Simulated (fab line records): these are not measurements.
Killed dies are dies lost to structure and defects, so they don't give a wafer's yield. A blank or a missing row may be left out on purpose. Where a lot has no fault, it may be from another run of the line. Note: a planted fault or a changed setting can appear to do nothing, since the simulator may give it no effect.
Matching of chambers || flow sky130 || hdpcvd-01 running SKY_LI_CONTACT_HDPCVD_00: 3 sister chambers
The step deposits PSG, target thk 930 nm, time 155 s. 3 wafers are shown with their chamber, then 7 later ones without.

== WAFERS, EACH WITH ITS CHAMBER ==
{"wafer": "L259.1", "chamber": 0, "runLengthS (s)": 183.3}
{"wafer": "L259.3", "chamber": 2, "runLengthS (s)": 183.6}
{"wafer": "L261.4", "chamber": 1, "runLengthS (s)": 182.2}

== WAFERS MISSING THEIR CHAMBER ==
{"wafer": "L261.6", "runLengthS (s)": 183.0}
{"wafer": "L264.2", "runLengthS (s)": 183.9}
{"wafer": "L264.4", "runLengthS (s)": 181.8}
{"wafer": "L264.6", "runLengthS (s)": 182.8}
{"wafer": "L267.2", "runLengthS (s)": 182.5}
{"wafer": "L267.4", "runLengthS (s)": 182.9}
{"wafer": "L267.5", "runLengthS (s)": 183.1}

== CHAMBER TAKEN BY EACH ==
{"wafer": "L261.6", "from the rows above": "can't be placed: 0 or 2 or 1", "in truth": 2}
{"wafer": "L264.2", "from the rows above": "can't be placed: 2 or 0", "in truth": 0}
{"wafer": "L264.4", "from the rows above": 1, "in truth": 1}
{"wafer": "L264.6", "from the rows above": "can't be placed: 0 or 1 or 2", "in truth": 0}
{"wafer": "L267.2", "from the rows above": "can't be placed: 1 or 0", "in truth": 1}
{"wafer": "L267.4", "from the rows above": "can't be placed: 0 or 2 or 1", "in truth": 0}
{"wafer": "L267.5", "from the rows above": "can't be placed: 0 or 2 or 1", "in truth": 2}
1 of 7 placed correctly. Not placeable from these rows: 6 (in 6, the candidates include the true chamber). Number placed wrongly: 0.
How it was worked out, from the rows above alone: a wafer's distance from a chamber is the root of the sum, over the readings, of the square of ((its reading less the chamber's mean) divided by the reading's scatter). If the next closest chamber is less than 2 further off than the closest, the wafer can't be placed; otherwise it belongs to the closest. A chamber's mean is the mean of its shown wafers. The scatter: with one shown wafer a chamber, the root of the mean of the squares of how far each hidden wafer lies from its nearest shown one.
